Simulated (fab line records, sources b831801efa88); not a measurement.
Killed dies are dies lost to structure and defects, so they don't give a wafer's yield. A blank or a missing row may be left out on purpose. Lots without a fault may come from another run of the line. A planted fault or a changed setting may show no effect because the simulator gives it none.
Problem report in the 8D (eight disciplines) form, filled by code | flow sky130 | the parts of the form that need people (team, actions taken, sign-off) are left out

1. THE PROBLEM
strip_time_to_endpoint_s at SKY_GATE_OXIDE_STRIP_13 reads a mean of 13.28 s on 1 wafer of 1 lot; wafers without a fault read 14.18 s with a standard deviation of 0.042. That is -21 standard deviations from the usual mean.
The step: strips in O2/N2.
First seen on wafer L656.1, day 19 01:43, on plasma_asher-02. The record holds 39 wafers of 13 lots with a number at this step. Rule for "out", or "out of limits": more than 4 standard deviations from the usual mean. The other wafers with a number count as sound.

2. WHAT IT IS AND WHAT IT IS NOT
question                    | is                       | is not
which readings at this step | strip_time_to_endpoint_s | drypump_motor_current_A, oes_product_au
which lots                  | L656                     | L642, L643, L644, L645, L646, L647, L658, L659, L660, L663, L664, L665
which wafers of those lots  | L656.1                   | L656.3, L656.4
read on which tools         | plasma_asher-02          | plasma_asher-01, plasma_asher-04
when                        | from day 19 01:43        | up to then (20 sound wafers); but 18 sound wafers of L658, L659, L660, L663, L664, L665 came after

3. SUSPECTS, AND WHAT RULES EACH OUT
Counting: a tool at a process step up to the reading stays a suspect if it ran every lot that is out. Sound lots after the first of them don't rule it out here, since some wafers of a struck lot are sound.
- litho_track-01 at SKY_GATE_OXIDE_COAT_05 (resist thk 1140 nm): kept. It ran the lot that is out, L656 (day 18 10:03); its last sound lot up to then is L647 (day 14 20:20).
- plasma_asher-02 at SKY_GATE_OXIDE_STRIP_13 (strips in O2/N2): kept. It ran the lot that is out, L656 (day 19 01:43); its last sound lot up to then is L647 (day 15 10:05). Its own readings are out on those wafers: strip_time_to_endpoint_s.
Left after counting: litho_track-01 at SKY_GATE_OXIDE_COAT_05, plasma_asher-02 at SKY_GATE_OXIDE_STRIP_13.

4. THE CAUSE (what the simulator had put in)
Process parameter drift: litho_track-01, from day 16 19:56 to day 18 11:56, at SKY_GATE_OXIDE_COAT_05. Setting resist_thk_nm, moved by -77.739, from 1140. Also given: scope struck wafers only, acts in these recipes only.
Counting left 2 suspects, and this tool is among them.

5. THE CHAIN OF EFFECTS, in route order
Each row: a reading whose mean over the struck wafers that have a number lies more than 3 standard deviations from the usual. Only readings for which the record gives a usual standard deviation are gone through. hours: the time from each lot's start at the first step in this table that gives one to its start at this step, as a median over the lots. sigmas: the change in usual standard deviations.
hours | step                    | reading                  | usual   | on struck wafers | change | sigmas
0     | SKY_GATE_OXIDE_STRIP_13 | strip_time_to_endpoint_s | 14.18 s | 13.28            | -0.90  | -21
The process steps in it:
- SKY_GATE_OXIDE_STRIP_13: strips in O2/N2.

6. WHAT WOULD HAVE CAUGHT IT SOONER
In this record the first reading out of limits was taken at day 19 01:43, 54 hours after the fault began at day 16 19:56.
Of the tool readings at SKY_GATE_OXIDE_COAT_05 for which the record gives a usual standard deviation, none was out on any struck wafer, so an alarm limit of 4 standard deviations on them would not have fired.
All the lots that are out (1) had begun SKY_GATE_OXIDE_COAT_05 on litho_track-01 by day 19 01:43. A hold on the tool at that time would have spared none of them.
